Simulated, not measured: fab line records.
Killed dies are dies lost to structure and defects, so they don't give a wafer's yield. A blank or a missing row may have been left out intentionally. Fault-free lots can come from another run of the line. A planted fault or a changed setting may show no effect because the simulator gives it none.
Split-lot study    flow sky130    5 lots, 15 wafers read, on a route of 708 steps

== ABOUT THE SPLIT ==
At SKY_METAL1_METAL_ETCH_19 (etches the open film in Cl2/BCl3, stops on SiO2, target depth 360 nm, time 78 s), the setting bias w was moved away from the recipe's 48.5 W on 3 of the 15 wafers read, by -9.8% to +11.1%. This setting was run at the recipe's value on the other wafers.

The reading comes from the split's own step.

== THE READING ==
KrF-thick_of_METAL1_COAT_10.thk nm (the simulator's own value, which no gauge read), in nm, at SKY_METAL1_METAL_ETCH_19 (etches the open film in Cl2/BCl3, stops on SiO2, target depth 360 nm, time 78 s). No usual value for it is given in the file. Here, 12 wafers ran the recipe; their average is 156.3 nm with a standard deviation of 3.7 nm.

wafer   tool, chamber at the split  bias w as run, W  against the recipe  KrF-thick_of_METAL1_COAT_10.thk nm, nm  against lot-mates on the recipe
L074.1  rie metal-03, 0             48.5              recipe              153.7                                   -
L074.4  rie metal-03, 0             48.5              recipe              152                                     -
L074.6  rie metal-03, 0             48.5              recipe              150.8                                   -
L077.1  rie metal-02, 1             48.5              recipe              158.2                                   -
L077.2  rie metal-02, 1             48.5              recipe              160.2                                   -
L077.3  rie metal-02, 1             48.5              recipe              157.8                                   -
L077.4  rie metal-02, 1             48.5              recipe              159.7                                   -
L077.5  rie metal-02, 1             48.5              recipe              162.7                                   -
L081.2  rie metal-02, 0             52.82             +8.9%               147.8                                   -8.1
L081.4  rie metal-02, 0             48.5              recipe              155.9                                   -
L082.1  rie metal-03, 0             48.5              recipe              150.5                                   -
L082.2  rie metal-03, 1             48.5              recipe              156.8                                   -
L082.6  rie metal-03, 0             53.9              +11.1%              137.7                                   -16.0
L084.3  rie metal-04, 0             48.5              recipe              157.9                                   -
L084.6  rie metal-04, 0             43.75             -9.8%               168                                     +10.1

FIT RESULTS
A straight line over all 15 wafers: KrF-thick_of_METAL1_COAT_10.thk nm changes by -1.33 nm for each +1% of bias w; r = -0.85; the points scatter about the line by 3.9 nm.
The same after taking each lot's own level away (the mean of its wafers on the recipe; 15 wafers): -1.16 nm for each +1%; r = -0.94; scatter 2.1 nm.
The reading moves by 13 nm for the largest change in bias w, on that fit.
Across the lots, their own levels run from 152.17 to 159.72 nm, a range of 2.0 times the standard deviation given above.
In other words, the slope is changed by the lot-to-lot level; the two fits disagree.
Check: for one of the wafers moved furthest among these (+11.1%), held out of the fit, the line's prediction against its lot-mates is -10.8 nm. It came out at -16 nm against them.

== THE OTHER SPLITS THESE WAFERS WENT THROUGH ==
Before the reading, these wafers also passed through other splits. Each is held against what the fit with the lots' levels taken away leaves over:
other split on the same wafers            wafers away from the commonest value  r with KrF-thick_of_METAL1_COAT_10.thk nm (lot level and that fit taken away)
SKY_LI_CONTACT_HDPCVD_00 time s           3                                     -0.11
SKY_LI_CONTACT_CMP_02 leave above ref nm  6                                     +0.14
SKY_LI_CONTACT_ETCH_14 source w           7                                     -0.01
SKY_LI_CONTACT_SPUTTER_20 power w         6                                     -0.06
SKY_CONTACT_HDPCVD_02 time s              2                                     +0.04
SKY_CONTACT_DEVELOP_13 dev temp c         5                                     +0.42
SKY_METAL1_SPUTTER_04 time s              0                                     -

== FILE'S OWN FIT ==
KrF-thick_of_METAL1_COAT_10.thk nm changes by -1.2 nm for each +1% of bias w, r = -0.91.
